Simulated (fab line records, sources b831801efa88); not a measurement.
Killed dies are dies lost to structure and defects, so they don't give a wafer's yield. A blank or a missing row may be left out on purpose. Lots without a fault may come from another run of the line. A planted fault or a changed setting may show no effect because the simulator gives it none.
A struck lot beside a sound one | flow sky130 | 35 steps out of a route of 708
Sound: wafers L951.3, L951.5, L951.6. Struck: wafers L959.1, L959.6. (L959.4 of the same lot was not struck and is left out.) The cause comes at the end.
At each step with rows: each side's tool, then ch and its chambers, then its first start. Under that, the readings that differ: sound wafers | struck wafers | difference of the means | sigmas: that difference in standard deviations of wafers without a fault.
alike: readings whose means differ by less than 2 such deviations, and words and numbers that are the same on both sides. not compared: withheld readings, readings that some wafer has no value for, bounds like >300 that may hide the same value, and numbers for which the record gives no deviation and whose values overlap.
The two part at a step that has a row with sigmas, a row that says differs or no value, or rows on one side only. Numbers that don't overlap but have no deviation are shown without sigmas and don't part them. A reading that every wafer of one side lacks parts them only if that side has two wafers or more.

first, 4 steps without rows for these wafers: SKY_METAL5_SOFTBAKE_10 (time 60 s); SKY_METAL5_EXPOSE_11 (exposes mask MM5, target cd 1600 nm); SKY_METAL5_PEB_12; SKY_METAL5_DEVELOP_13 (develop time 60 s).
SKY_METAL5_DESCUM_14: chemistry O2, time 11 s.
  sound on rie_metal-01 ch 0,1, day 47 08:16; struck on rie_metal-01 ch 1, day 48 12:15
  alike: drypump_motor_current_A, oes_product_au
  not compared: rf_hours_counter_h
SKY_METAL5_METAL_ETCH_15: etches the open film in Cl2/BCl3, stops on SiO2, target depth 1260 nm, time 252 s.
  sound on rie_metal-01 ch 0,1, day 47 08:22; struck on rie_metal-01 ch 1, day 48 12:19
  alike: drypump_motor_current_A, oes_product_au, throttle_valve_pct
  not compared: rf_hours_counter_h
SKY_METAL5_STRIP_16: strips in O2/N2.
  sound on plasma_asher-02 ch 0,1, day 47 08:33; struck on plasma_asher-04 ch 0,1, day 48 12:47
  alike: drypump_motor_current_A, oes_product_au, strip_time_to_endpoint_s
  not compared: rf_hours_counter_h
then, 3 steps without rows for these wafers: SKY_METAL5_STRIP_17 (strips in post etch residue remover, time 1200 s); SKY_METAL5_CLEAN_18 (cleans in IPA, time 180 s); SKY_METAL5_CLEAN_19 (cleans in O3/DIW).
SKY_PASSIVATION_CVD_00: deposits SiO2, target thk 90 nm.
  sound on pecvd-03 ch 1,2, day 47 09:07; struck on pecvd-03 ch 2, day 48 13:23
  alike: heater_power_outer_w, heater_power_w
SKY_PASSIVATION_THK_MEAS_01:
  sound on film_metro-01, day 47 09:09; struck on film_metro-01, day 48 13:25
  alike: PASSIVATION_CVD_00_THK
SKY_PASSIVATION_CVD_02: deposits Si3N4, target thk 540 nm.
  sound on pecvd-02 ch 0,2, day 47 09:18; struck on pecvd-02 ch 1, day 48 13:28
  reading                                       | sound           | struck      | difference | sigmas
  model.Si3N4_of_PASSIVATION_CVD_02.thk_nm (nm) | 542.2 550 551.4 | 600.8 609.3 | +57.2      |
  alike: heater_power_outer_w, heater_power_w
SKY_PASSIVATION_THK_MEAS_03:
  sound on film_metro-01, day 47 09:33; struck on film_metro-04, day 48 13:49
  reading                     | sound       | struck  | difference | sigmas
  PASSIVATION_CVD_02_THK (nm) | 542 550 552 | 601 609 | +57        | +8
then, 7 steps without rows for these wafers: SKY_PASSIVATION_DEHYDRATE_04 (time 60 s); SKY_PASSIVATION_HMDS_05 (prime time 60 s); SKY_PASSIVATION_COAT_06 (resist thk 3000 nm); SKY_PASSIVATION_SOFTBAKE_07; SKY_PASSIVATION_EXPOSE_08 (exposes mask NSM, target cd 3000 nm); SKY_PASSIVATION_PEB_09; SKY_PASSIVATION_DEVELOP_10 (develop time 60 s).
SKY_PASSIVATION_ETCH_11: etches the open film in CF4/O2, stops on AlCu, target depth 725 nm, time 161.1 s.
  sound on rie_diel-01 ch 0,2,3, day 48 05:33; struck on rie_diel-04 ch 1,3, day 49 08:45
  reading                                 | sound             | struck    | difference | sigmas
  model.etch.depth_nm (nm)                | 706.3 716.2 715.9 | 690.7 700 | -17.4      |
  model.PASSIVATION.feature_depth_nm (nm) | 706.3 716.2 715.9 | 690.7 700 | -17.4      |
  alike: drypump_motor_current_A, oes_product_au, throttle_valve_pct
  not compared: rf_hours_counter_h
then, 8 steps without rows for these wafers: SKY_PASSIVATION_STRIP_12 (strips in O2/N2); SKY_PAD_OPEN_DEHYDRATE_00 (time 60 s); SKY_PAD_OPEN_HMDS_01 (prime time 60 s); SKY_PAD_OPEN_COAT_02 (resist thk 3000 nm); SKY_PAD_OPEN_SOFTBAKE_03; SKY_PAD_OPEN_EXPOSE_04 (exposes mask PDM, target cd 60000 nm); SKY_PAD_OPEN_PEB_05; SKY_PAD_OPEN_DEVELOP_06 (develop time 60 s).
SKY_PAD_OPEN_ETCH_07: etches the open film in CF4/O2, stops on AlCu, target depth 725 nm, time 161.1 s.
  sound on rie_diel-01 ch 0,1,2, day 49 00:57; struck on rie_diel-01 ch 0,3, day 50 01:35
  reading                              | sound             | struck    | difference | sigmas
  model.etch.depth_nm (nm)             | 706.3 716.2 715.9 | 690.7 700 | -17.4      |
  model.PAD_OPEN.feature_depth_nm (nm) | 706.3 716.2 715.9 | 690.7 700 | -17.4      |
  alike: drypump_motor_current_A, oes_product_au, throttle_valve_pct
  not compared: rf_hours_counter_h
SKY_PAD_OPEN_STRIP_08: strips in O2/N2.
  sound on plasma_asher-02 ch 0,1, day 49 01:05; struck on plasma_asher-02 ch 0,1, day 50 01:41
  alike: drypump_motor_current_A, oes_product_au, strip_time_to_endpoint_s
  not compared: rf_hours_counter_h
SKY_PAD_OPEN_STRIP_09: strips in post etch residue remover, time 1200 s.
  sound on wet_bench-02 ch 1, day 49 01:10; struck on wet_bench-01 ch 1, day 50 01:47
  reading                                       | sound             | struck      | difference | sigmas
  model.Si3N4_of_PASSIVATION_CVD_02.thk_nm (nm) | 541.8 549.7 551.1 | 600.5 608.9 | +57.2      |
then, 1 step without rows for these wafers: SKY_PAD_OPEN_CLEAN_10 (cleans in IPA, time 180 s).
SKY_PAD_OPEN_PROBE_99:
  sound on prober-02, day 49 03:22; struck on prober-02, day 50 03:56
  reading         | sound | struck | difference | sigmas
  killed_at_other | 0 0 0 | 1 2    | +2         | +2
  alike: defect_limited_yield, killed_at_M0_to_M3, killed_at_M4_up, killed_at_contacts, killed_at_front_end, killed_dies, killed_open, killed_short, sort_bin_3_pad_short, sort_bin_5_function, sort_bin_6_memory, sort_n_pass, sort_yield_pct

WHERE THEY PART
First at SKY_PASSIVATION_THK_MEAS_03; last, within this record, at SKY_PAD_OPEN_PROBE_99.

WHY: what the simulator had put in
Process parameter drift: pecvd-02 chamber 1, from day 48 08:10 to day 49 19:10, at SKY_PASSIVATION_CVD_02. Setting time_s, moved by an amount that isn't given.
